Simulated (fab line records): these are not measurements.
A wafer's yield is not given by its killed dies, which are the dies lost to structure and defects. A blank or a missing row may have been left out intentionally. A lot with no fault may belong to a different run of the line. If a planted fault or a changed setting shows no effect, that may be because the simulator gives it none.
2 desks looking at one fault | flow gf180mcu | each desk holds nothing but its own numbers, with what lay behind them at the end

THE METROLOGY DESK
What the gauges read for every lot (on any tool): the sampled wafers with a number, averaged. If a lot's mean is further than 4 standard deviations from the usual mean, the lot is out of limits and carries the mark OUT (the distance appears in the brackets).
Columns: A = cd-nm at GF_HV_LDD_CD_MEAS_31, usual 399.2 nm; B = cd-nm at GF_HV_LDD_CD_MEAS_46, usual 399.6 nm
lot  | first seen here | A     | B
L747 | day 11 10:44    | 402.3 | 400.2
L748 | day 11 19:14    | 398.7 | 399.4
L749 | day 11 23:43    | 401.9 | 404.5
L750 | day 12 06:35    | 400.7 | 397.7
L751 | day 12 20:50    | 398.7 | 402.0
L752 | day 13 02:05    | 398.4 | 400.4
L753 | day 13 10:47    | 396.5 | 397.3
L754 | day 14 03:22    | 401.4 | 398.1
L755 | day 14 04:55    | 397.4 | 399.5
L761 | day 16 03:16    | 400.7 | 401.1
L765 | day 17 06:35    | 399.8 | 397.0
L766 | day 17 19:05    | 398.3 | 402.0
L768 | day 18 08:43    | 395.9 | 397.2
L770 | day 18 22:47    | 399.1 | 399.0
Result from this desk: across the 14 lots, nothing is out of limits.

DESK OF THE TOOL OWNER: implanter-02
GF_DNWELL_IMPLANT_07, tool's own readings: per-lot mean of the sampled wafers with a number, covering each lot this tool ran. If a lot's mean is further than 4 standard deviations from the usual mean, the lot is out of limits and carries the mark OUT (the distance appears in the brackets).
Columns: A = beam-energy-keV at GF_DNWELL_IMPLANT_07, usual 1500.1; B = tilt-deg at GF_DNWELL_IMPLANT_07, usual -0.001 degrees
lot  | first seen here | A                        | B
L753 | day 4 02:17     | 1500.4                   | -0.007
L754 | day 4 12:01     | 1498.9                   | 0.011
L755 | day 4 16:21     | 1447.5 (-99 or more) OUT | -0.024
L761 | day 5 19:49     | 1448.1 (-99 or more) OUT | 0.016
Finding of this desk: L755, L761 out of limits; the first was L755 at day 4 16:21, on beam-energy-keV at GF_DNWELL_IMPLANT_07. L753, L754 stayed within limits.

BROUGHT TOGETHER
An alarm could have come from the tool owner's desk at day 4 16:21, on L755, L761.
At the metrology desk, nothing out of limits was observed.
The metrology desk has L755, L761 on record, within its limits.
The lots listed all ran GF_DNWELL_IMPLANT_07 on implanter-02.

WHAT WAS PUT IN BY THE SIMULATOR
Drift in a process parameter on implanter-02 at GF_DNWELL_IMPLANT_07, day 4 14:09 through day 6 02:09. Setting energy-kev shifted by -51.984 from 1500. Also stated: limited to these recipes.
Struck lots among those shown: L755, L761.
Delay in hours, fault start to first out-of-limits reading, by desk: the tool owner's desk at 2.
